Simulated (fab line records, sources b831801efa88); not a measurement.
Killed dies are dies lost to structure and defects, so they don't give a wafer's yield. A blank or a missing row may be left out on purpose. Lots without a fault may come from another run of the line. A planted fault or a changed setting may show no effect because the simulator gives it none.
One fault seen from 2 desks | flow sky130 | each desk has only its own numbers; what lay behind them comes last

THE TOOL OWNER'S DESK: pvd_sputter-01
The tool's own readings at SKY_CAP2M_SPUTTER_02 (material TiN, target thk 200 nm, time 166.7 s): means of the sampled wafers that have a number, for each lot that ran on this tool. A lot is out of limits, marked OUT, if its mean lies more than 4 standard deviations from the usual mean; the brackets give that distance.
Columns: A = throttle_valve_pct at SKY_CAP2M_SPUTTER_02, usual 30.2 %
lot  | first seen here | A
L295 | day 40 05:54    | 29.6
L298 | day 41 09:20    | 30.2
L309 | day 44 21:55    | 30.0
L311 | day 45 03:11    | 30.1
L313 | day 46 03:03    | 31.0
This desk's finding: nothing out of limits on any of the 5 lots.

THE METROLOGY DESK
What the gauges read, lot by lot, whatever tool the lot ran on: means of the sampled wafers that have a number. A lot is out of limits, marked OUT, if its mean lies more than 4 standard deviations from the usual mean; the brackets give that distance.
Columns: A = VIA3_BOW at SKY_VIA3_BOW_MEAS_03, usual 79 um; B = VIA3_W_RS at SKY_VIA3_RS_MEAS_22, usual 0.295 ohm/sq; C = CAP2M_TIN_RS at SKY_CAP2M_RS_MEAS_03, usual 6.91 ohm/sq; D = CAP2M_TIN_THK at SKY_CAP2M_THK_MEAS_04, usual 202.8 nm
lot  | first seen here | A  | B     | C              | D
L292 | day 38 00:05    | 73 | 0.299 | 6.83           | 204.9
L293 | day 38 13:59    | 79 | 0.293 | 6.80           | 206.0
L294 | day 39 01:23    | 76 | 0.296 | 6.93           | 201.9
L295 | day 39 03:38    | 75 | 0.292 | 7.00           | 201.9
L298 | day 40 07:24    | 76 | 0.295 | 6.90           | 202.2
L299 | day 40 14:28    | 87 | 0.295 | 6.92           | 201.9
L300 | day 40 22:08    | 84 | 0.295 | 6.98           | 198.9
L302 | day 41 22:08    | 77 | 0.290 | 6.90           | 201.9
L309 | day 43 22:05    | 88 | 0.297 | 4.85 (-23) OUT | 285.5 (+31) OUT
L311 | day 44 03:10    | 81 | 0.299 | 4.82 (-24) OUT | 292.3 (+33) OUT
L313 | day 45 03:55    | 64 | 0.294 | 4.77 (-24) OUT | 295.0 (+34) OUT
This desk's finding: out of limits on L309, L311, L313; first on L309, day 44 22:02 (CAP2M_TIN_RS at SKY_CAP2M_RS_MEAS_03). In limits: L292, L293, L294, L295, L298, L299, L300, L302.

PUT TOGETHER
The metrology desk could have raised an alarm at day 44 22:02, on L309, L311, L313.
The tool owner's desk saw nothing out of limits.
The tool owner's desk has L309, L311, L313 on record, within its limits.
Of the lots named, all ran SKY_CAP2M_SPUTTER_02 on pvd_sputter-01.

WHAT THE SIMULATOR HAD PUT IN
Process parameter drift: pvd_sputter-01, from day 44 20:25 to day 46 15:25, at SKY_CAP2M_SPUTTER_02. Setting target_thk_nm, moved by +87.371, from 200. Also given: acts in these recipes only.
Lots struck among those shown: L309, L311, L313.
Hours from the fault's start to each desk's first reading out of limits: the metrology desk, 2.
